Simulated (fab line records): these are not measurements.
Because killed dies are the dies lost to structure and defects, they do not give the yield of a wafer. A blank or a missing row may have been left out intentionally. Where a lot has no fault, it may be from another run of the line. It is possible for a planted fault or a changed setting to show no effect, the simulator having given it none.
Matching of chambers | flow gf180mcu | GF_V4_CMP_26 on cmp-02: 4 sister chambers
The step polishes, stops on SiO2, t overpolish 15 s, target thk 0 nm. 16 wafers are shown with their chamber, then 8 later ones without.

WAFERS PAIRED WITH THEIR CHAMBERS
wafer  | chamber | timeToEndpointS (s) | motorCurrentA (A) | overpolishRunS (s)
L241.3 | 0       | 85                  | 10.5              | 14.996
L241.4 | 2       | 83                  | 10.7              | 15.010
L241.6 | 3       | 82                  | 10.3              | 14.981
L243.3 | 3       | 86                  | 10.4              | 15.000
L243.5 | 0       | 88                  | 10.4              | 14.994
L243.6 | 1       | 86                  | 10.2              | 14.984
L244.1 | 3       | 82                  | 11.1              | 14.997
L244.3 | 2       | 82                  | 10.7              | 15.006
L244.6 | 3       | 84                  | 10.4              | 15.006
L245.2 | 2       | 85                  | 11.0              | 14.994
L245.3 | 3       | 80                  | 10.6              | 15.002
L245.6 | 2       | 81                  | 10.9              | 14.987
L251.2 | 1       | 85                  | 10.3              | 14.988
L251.3 | 2       | 88                  | 11.2              | 15.004
L251.4 | 0       | 93                  | 10.6              | 15.006
L253.2 | 1       | 88                  | 10.8              | 14.997

SIGNATURES (averages over the wafers above)
reading         | chamber 0 | chamber 1 | chamber 2 | chamber 3 | scatter within a chamber
timeToEndpointS | 88.67     | 86.33     | 83.80     | 82.80     | 2.72
motorCurrentA   | 10.500    | 10.433    | 10.900    | 10.560    | 0.261
overpolishRunS  | 14.99867  | 14.98967  | 15.00020  | 14.99720  | 0.00866
Rule: a wafer lies at a distance from a chamber equal to the root of the sum of squares, over the readings, of (its reading less the chamber's mean, divided by the reading's scatter). If the next closest chamber is less than 2 further off than the closest, the wafer can't be placed; otherwise it belongs to the closest. The scatter: take each reading less its chamber's mean, square it, sum over the shown wafers, divide by the number of wafers less the number of chambers, and take the root.

WAFERS WITHOUT THEIR CHAMBER
wafer  | timeToEndpointS (s) | motorCurrentA (A) | overpolishRunS (s)
L253.3 | 83                  | 11.1              | 14.996
L253.4 | 85                  | 11.0              | 14.998
L257.1 | 89                  | 11.0              | 14.998
L257.4 | 86                  | 10.5              | 14.979
L257.5 | 87                  | 11.1              | 14.988
L261.1 | 85                  | 11.2              | 14.995
L261.3 | 83                  | 10.6              | 14.995
L261.4 | 89                  | 10.6              | 15.018

THE CHAMBER EACH PASSED THROUGH
wafer  | from the rows above               | in truth
L253.3 | can't be placed: 2 or 3 or 1      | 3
L253.4 | can't be placed: 2 or 3 or 0 or 1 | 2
L257.1 | can't be placed: 0 or 2 or 1 or 3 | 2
L257.4 | can't be placed: 1 or 3 or 0 or 2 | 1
L257.5 | can't be placed: 2 or 1 or 0 or 3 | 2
L261.1 | can't be placed: 2 or 3 or 0 or 1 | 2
L261.3 | can't be placed: 3 or 2 or 1 or 0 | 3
L261.4 | can't be placed: 0 or 2 or 3 or 1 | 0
Correctly placed: 0 of 8. Cannot be placed on the basis of these rows: 8; the candidates contain the true chamber in 8. Placed wrongly: 0.
